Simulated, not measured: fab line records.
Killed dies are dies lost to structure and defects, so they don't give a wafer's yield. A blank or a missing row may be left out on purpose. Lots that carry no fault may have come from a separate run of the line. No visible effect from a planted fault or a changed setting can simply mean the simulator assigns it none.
fab line records -- flow sky130 -- part 2 of 2: steps 26 to 34 of 34
[record] lots = 5, wafers = 15, last_day = 51
route steps=708 shown VT_ADJUST_PCH@152 SONOS_TUNNEL@154 SONOS_ONO@168
lots untouched by any fault: they come from a run of this same line in which no faults occurred
start_h: hours from the record's opening day to when the first of the lot's shown wafers began -- wait_h: how many hours have passed since the lot's step before this one -- " the same as in the row above -- L1.1+2: a row that stands for several wafers -- - either no value or no given start -- * or withheld: withheld -- < > ~ a bound
route shown NAME@n: NAME is a module with steps in the file, n the number in the route of the first one -- usual: mean/standard deviation of fault-free wafers -- same: alike in all rows -- chamber/n: place in a boat -- sites: per-site readings -- _std_site: the standard deviation of these -- _edge_site: outer sites' mean less inner sites' -- radius_mm: how far each site lies from the wafer's centre -- mask NAME#n: copy n -- behind: tool/chamber where the wafer was last shaped -- hold: why the lot went on hold/how many hours it stayed there/how the hold came to an end -- device: names the non-switching transistor (n, p or np) -- end of line: the same wafers' tests at the end of the route -- for a step that has no rows: nothing shown but its recipe -- killed: the dies lost at the first sort to structure and to defects; this is not the yield of the wafer -- map: dies across one wafer; x = killed, . = not, _ = none there
set.NAME: the setting the step ran with; set.NAME@STEP: the setting that earlier step ran with -- model.NAME: the simulator's own value behind a step, which no gauge read
lots at selected steps of the route; one table per step, one row per wafer
services: when a tool's chamber went out of use (start_h, in hours from the record's first day, below 0 if earlier), for how many hours, and the reason
[[steps]]
[step SKY_SONOS_ONO_SOFTBAKE_09]
[recipe] temp_c = 90, time_s = 60, resist = NOVOLAK
[usual] heater_power_total_W = 56.59/0.044, resist_line_temp_C = 23.01/0.11
lot.wafer,tool,chamber,start_h,wait_h,heater_power_total_W,resist_line_temp_C
L082.1,litho_track-03,0,348.01,0.1,56.56,22.74
L082.3,litho_track-03,0,348.01,0.1,56.62,22.82
L082.5,litho_track-03,0,348.01,0.1,56.49,22.79
L088.1,litho_track-03,0,388.51,0.1,56.57,23.13
L088.3,litho_track-03,0,388.51,0.1,56.56,23.15
L088.5,litho_track-03,0,388.51,0.1,56.64,23.03
L091.1,litho_track-02,0,418.26,0.1,56.59,23.05
L091.4,litho_track-02,0,418.26,0.1,56.63,23.05
L091.5,litho_track-02,0,418.26,0.1,56.57,22.88
L095.2,litho_track-01,0,457.22,0.1,56.57,23.07
L095.3,litho_track-01,0,457.22,0.1,56.60,23.12
L095.6,litho_track-01,0,457.22,0.1,56.58,23.10
L097.1,litho_track-01,0,470.39,0.1,56.53,22.94
L097.3,litho_track-01,0,470.39,0.1,56.58,22.97
L097.4,litho_track-01,0,470.39,0.1,56.59,22.88
[step SKY_SONOS_ONO_EXPOSE_10]
[recipe] mask_id = ONOM, target_cd_nm = 410, na = 0.6, source_shape = conventional, sigma_outer = 0.6, dose_mj = 150
[usual] exposure_dose_mJ_cm2 = 150.01/0.15, reticle_temp_C = 22.98/0.1
lot.wafer,tool,chamber,start_h,wait_h,mask,exposure_dose_mJ_cm2,reticle_temp_C
L082.1,iline_stepper-01,0,-,-,ONOM#0,149.88,22.97
L082.3,iline_stepper-01,0,-,-,ONOM#0,149.98,23.06
L082.5,iline_stepper-01,0,-,-,ONOM#0,150.28,23.05
L088.1,iline_stepper-01,0,-,-,ONOM#0,149.94,23.07
L088.3,iline_stepper-01,0,-,-,ONOM#0,149.89,23.15
L088.5,iline_stepper-01,0,-,-,ONOM#0,150.12,22.97
L091.1,iline_stepper-02,0,-,-,ONOM#0,150.26,23.05
L091.4,iline_stepper-02,0,-,-,ONOM#0,150.11,23.00
L091.5,iline_stepper-02,0,-,-,ONOM#0,150.14,22.90
L095.2,iline_stepper-01,0,-,-,ONOM#0,150.01,22.91
L095.3,iline_stepper-01,0,-,-,ONOM#0,149.64,22.96
L095.6,iline_stepper-01,0,-,-,ONOM#0,149.85,23.02
L097.1,iline_stepper-02,0,-,-,ONOM#0,150.09,22.88
L097.3,iline_stepper-02,0,-,-,ONOM#0,149.80,23.06
L097.4,iline_stepper-02,0,-,-,ONOM#0,149.88,23.04
[step SKY_SONOS_ONO_PEB_11]
[recipe] temp_c = withheld, time_s = *, resist = NOVOLAK
[usual] resist_line_temp_C = *
lot.wafer,tool,chamber,start_h,wait_h,resist_line_temp_C
L082.1,litho_track-03,0,-,-,*
L082.3,litho_track-03,0,-,-,*
L082.5,litho_track-03,0,-,-,*
L088.1,litho_track-02,0,-,-,*
L088.3,litho_track-02,0,-,-,*
L088.5,litho_track-02,0,-,-,*
L091.1,litho_track-01,0,-,-,*
L091.4,litho_track-01,0,-,-,*
L091.5,litho_track-01,0,-,-,*
L095.2,litho_track-02,0,-,-,*
L095.3,litho_track-02,0,-,-,*
L095.6,litho_track-02,0,-,-,*
L097.1,litho_track-01,0,-,-,*
L097.3,litho_track-01,0,-,-,*
L097.4,litho_track-01,0,-,-,*
[step SKY_SONOS_ONO_DEVELOP_12]
[recipe] develop_time_s = 60, dev_temp_c = 23
[usual] resist_line_temp_C = 23.00/0.12
lot.wafer,tool,chamber,start_h,wait_h,resist_line_temp_C
L082.1,litho_track-03,0,361.86,0.1,23.06
L082.3,litho_track-03,0,361.86,0.1,23.03
L082.5,litho_track-03,0,361.86,0.1,23.10
L088.1,litho_track-02,0,403.06,0.1,22.89
L088.3,litho_track-02,0,403.06,0.1,23.16
L088.5,litho_track-02,0,403.06,0.1,22.96
L091.1,litho_track-01,0,433.34,0.1,22.90
L091.4,litho_track-01,0,433.34,0.1,22.82
L091.5,litho_track-01,0,433.34,0.1,22.74
L095.2,litho_track-02,0,473.09,0.1,22.94
L095.3,litho_track-02,0,473.09,0.1,22.86
L095.6,litho_track-02,0,473.09,0.1,23.15
L097.1,litho_track-01,0,485.39,0.1,23.06
L097.3,litho_track-01,0,485.39,0.1,23.06
L097.4,litho_track-01,0,485.39,0.1,23.04
[step SKY_SONOS_ONO_CD_MEAS_13]
[recipe] target_cd_nm = 410
[usual] cd_nm = 410.8/2.3
lot.wafer,tool,chamber,start_h,wait_h,cd_nm
L082.1,cd_sem-01,-,362.12,0.2,411.9
L082.3,cd_sem-01,-,362.12,0.2,412.0
L082.5,cd_sem-01,-,362.12,0.2,412.6
L088.1,cd_sem-01,-,403.21,0.1,413.8
L088.3,cd_sem-01,-,403.21,0.1,413.9
L088.5,cd_sem-01,-,403.21,0.1,413.5
L091.1,cd_sem-01,-,433.49,0.1,409.5
L091.4,cd_sem-01,-,433.49,0.1,409.7
L091.5,cd_sem-01,-,433.49,0.1,410.0
L095.2,cd_sem-01,-,473.23,0.1,412.3
L095.3,cd_sem-01,-,473.23,0.1,409.7
L095.6,cd_sem-01,-,473.23,0.1,412.5
L097.1,cd_sem-02,-,485.54,0.1,411.6
L097.3,cd_sem-02,-,485.54,0.1,414.1
L097.4,cd_sem-02,-,485.54,0.1,412.3
[step SKY_SONOS_ONO_OVL_MEAS_14]
[usual] SONOS_ONO_OVL = 0.2/1.2
lot.wafer,tool,chamber,start_h,wait_h,SONOS_ONO_OVL[nm]
L082.1,overlay-02,-,362.24,0.1,-2.2
L082.3,overlay-02,-,362.24,0.1,0.1
L082.5,overlay-02,-,362.24,0.1,-0.6
L088.1,overlay-02,-,403.33,0.1,-0.6
L088.3,overlay-02,-,403.33,0.1,-2.1
L088.5,overlay-02,-,403.33,0.1,-2.0
L091.1,overlay-02,-,433.61,0.1,-0.6
L091.4,overlay-02,-,433.61,0.1,-0.3
L091.5,overlay-02,-,433.61,0.1,1.9
L095.2,overlay-01,-,473.34,0.1,0.8
L095.3,overlay-01,-,473.34,0.1,0.1
L095.6,overlay-01,-,473.34,0.1,-0.1
L097.1,overlay-02,-,485.66,0.1,-1.3
L097.3,overlay-02,-,485.66,0.1,-0.8
L097.4,overlay-02,-,485.66,0.1,-1.4
[step SKY_SONOS_ONO_ETCH_15]
[recipe] target_depth_nm = 19.52, chemistry = CHF3/O2, source_w = 600, bias_w = 200, pressure_mtorr = 40, chf3_flow_sccm = 50, O2_flow_sccm = 5, time_s = 7.8
[usual] O2_flow_sccm = 5.002/0.014, drypump_motor_current_A = 5.7/0.46, oes_product_au = 0.998/0.011, throttle_valve_pct = 8.825/0.0091
lot.wafer,tool,chamber,start_h,wait_h,O2_flow_sccm,drypump_motor_current_A,oes_product_au,rf_hours_counter_h,throttle_valve_pct
L082.1,rie_diel-04,3,362.27,0.0,5.012,6.1,1.007,5,8.824
L082.3,rie_diel-04,2,362.27,0.0,5.012,5.5,0.993,8,8.837
L082.5,rie_diel-04,3,362.27,0.0,4.991,6.2,1.016,-,8.822
L088.1,rie_diel-03,2,403.37,0.0,5.029,5.4,0.974,4,8.821
L088.3,rie_diel-03,3,403.37,0.0,5.001,5.3,1.002,80,8.831
L088.5,rie_diel-03,1,403.37,0.0,5.014,5.8,1.002,-,8.824
L091.1,rie_diel-04,0,433.65,0.0,5.016,5.3,1.011,105,8.816
L091.4,rie_diel-04,1,433.65,0.0,4.991,5.8,1.006,-,8.829
L091.5,rie_diel-04,2,433.65,0.0,5.031,5.5,0.992,-,8.829
L095.2,rie_diel-04,2,473.37,0.0,4.988,5.5,1.004,10,8.825
L095.3,rie_diel-04,1,473.37,0.0,5.002,5.8,1.001,14,8.838
L095.6,rie_diel-04,2,473.37,0.0,4.986,5.5,0.992,-,8.812
L097.1,rie_diel-01,3,485.70,0.0,5.015,5.9,1.004,13,8.814
L097.3,rie_diel-01,2,485.70,0.0,4.988,5.5,1.000,34,8.827
L097.4,rie_diel-01,1,485.70,0.0,5.031,4.9,0.998,4,8.824
[step SKY_SONOS_ONO_WET_ETCH_16]
[recipe] chemistry = dHF, target_depth_nm = 14, dry = n2_spin, target = SiO2, dilution = 100:1, temp_c = 25, time_s = 280
lot.wafer,tool,chamber,start_h,wait_h
L082.1+3+5,wet_bench-02,2,362.29,0.0
L088.1+3+5,wet_bench-04,2,403.39,0.0
L091.1+4+5,wet_bench-03,2,433.67,0.0
L095.2+3+6,wet_bench-03,1,473.39,0.0
L097.1+3+4,wet_bench-02,2,485.72,0.0
[step SKY_SONOS_ONO_STRIP_17]
[recipe] chemistry = O2/N2, power_w = 1400, pressure_mtorr = 1500, platen_temp_c = withheld, o2_flow_sccm = 3000, n2_flow_sccm = 300, overash_fraction = 0.5
[usual] drypump_motor_current_A = 5.76/0.26, n2_flow_sccm = 300.0/0.94, oes_product_au = 0.710/0.0049, strip_time_to_endpoint_s = 14.10/0.038
lot.wafer,tool,chamber,start_h,wait_h,drypump_motor_current_A,n2_flow_sccm,oes_product_au,rf_hours_counter_h,strip_time_to_endpoint_s
L082.1,plasma_asher-02,1,362.38,0.0,5.73,300.2,0.712,55,14.10
L082.3,plasma_asher-02,0,362.38,0.0,5.92,301.0,0.713,-,14.10
L082.5,plasma_asher-02,1,362.38,0.0,5.72,300.1,0.709,-,14.08
L088.1,plasma_asher-04,0,403.49,0.0,6.02,300.6,0.706,30,14.14
L088.3,plasma_asher-04,0,403.49,0.0,6.03,301.2,0.700,-,14.13
L088.5,plasma_asher-04,0,403.49,0.0,6.04,299.5,0.722,-,14.15
L091.1,plasma_asher-02,0,433.76,0.0,5.99,299.5,0.710,63,14.03
L091.4,plasma_asher-02,1,433.76,0.0,5.76,298.4,0.702,-,14.06
L091.5,plasma_asher-02,1,433.76,0.0,5.72,299.2,0.714,-,14.08
L095.2,plasma_asher-03,0,473.48,0.0,5.86,300.2,0.706,4,14.08
L095.3,plasma_asher-03,1,473.48,0.0,5.19,299.7,0.702,-,13.99
L095.6,plasma_asher-03,1,473.48,0.0,5.21,299.0,0.710,-,14.07
L097.1,plasma_asher-03,1,485.81,0.0,5.22,300.5,0.705,5,14.13
L097.3,plasma_asher-03,0,485.81,0.0,5.82,298.5,0.708,-,14.12
L097.4,plasma_asher-03,1,485.81,0.0,5.20,300.1,0.714,-,14.12
[[services]]
tool,chamber,start_h,hours,kind
implanter-01,-,294.93,3.2,repair
implanter-04,-,300.67,4.1,pm
iline_stepper-02,-,303.85,1.7,pm
lpcvd-03,-,308.93,1.4,repair
implanter-01,-,312.16,1.6,repair
lpcvd-03,-,321.49,1.5,repair
rie_diel-04,-,331.21,0.3,repair
iline_stepper-01,-,334.18,10.3,repair
iline_stepper-02,-,334.81,7.8,repair
wet_bench-03,-,362.02,7.1,repair
rie_diel-04,2,362.85,2.1,repair
implanter-04,-,368.03,2.5,repair
furnace-01,-,374.60,3.9,pm
rie_diel-04,2,375.04,15.4,repair
plasma_asher-03,-,376.78,28.1,pm
rie_diel-04,3,378.42,9.7,repair
iline_stepper-02,-,391.87,0.6,repair
iline_stepper-01,-,395.69,1.7,pm
iline_stepper-01,-,415.21,0.9,repair
rie_diel-04,3,419.65,17.2,repair
plasma_asher-03,-,421.25,9.0,pm
plasma_asher-03,-,421.75,1.0,repair
iline_stepper-02,-,451.02,2.1,pm
rie_diel-04,0,471.28,7.5,repair
